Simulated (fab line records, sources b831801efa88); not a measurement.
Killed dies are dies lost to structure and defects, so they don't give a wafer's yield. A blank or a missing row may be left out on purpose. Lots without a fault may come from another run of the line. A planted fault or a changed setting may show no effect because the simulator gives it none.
Which tool did it? | flow gf180mcu | 6 lots, 18 wafers sampled, at 2 steps of a route of 602

WHAT THE GAUGES READ, wafer by wafer
GF_V2_CD_MEAS_14: target cd 260 nm.
lot  | measured     | on        | cd_nm (nm)
L787 | day 20 15:26 | cd_sem-01 | 260.1 261.4 260.6
L791 | day 22 12:55 | cd_sem-02 | 257.9 257.7 258.4
L797 | day 24 12:11 | cd_sem-01 | 258.4 258.2 259.0
L800 | day 25 08:20 | cd_sem-01 | 259.0 260.0 259.4
L803 | day 25 22:56 | cd_sem-01 | 261.5 262.1 261.1
L807 | day 27 11:59 | cd_sem-01 | 262.8 260.0 262.2

WHICH TOOL RAN EACH LOT (tool, then ch and the chambers of the sampled wafers, then the start)
lot  | GF_M2_SPUTTER_03
L787 | pvd_sputter-04, day 18 13:42
L791 | pvd_sputter-04, day 20 13:29
L797 | pvd_sputter-02, day 22 13:34
L800 | pvd_sputter-02, day 23 10:51
L803 | pvd_sputter-04, day 24 01:43
L807 | pvd_sputter-02, day 25 17:07
- GF_M2_SPUTTER_03: material Ti, target thk 10 nm, time 6.7 s.

THE ANSWER, worked out from the rows above alone
Rule: what is usual is taken from the lots themselves. Put in order of their means at a reading, lots are off if they are a third of the lots or fewer, leave a main group of 4 or more, and stand apart from it by a gap of 3 or more times the standard deviation of the main group's means; of several such gaps the widest counts. A main group whose means are all the same, to the digits that the tables above print for the reading, isn't used. A lot without any number at a reading at which 4 lots or more have one is off too. The other lots that the step has rows for count as sound.
No lot is off at any reading shown: from this, nothing can be told.

WHAT THE SIMULATOR HAD PUT IN
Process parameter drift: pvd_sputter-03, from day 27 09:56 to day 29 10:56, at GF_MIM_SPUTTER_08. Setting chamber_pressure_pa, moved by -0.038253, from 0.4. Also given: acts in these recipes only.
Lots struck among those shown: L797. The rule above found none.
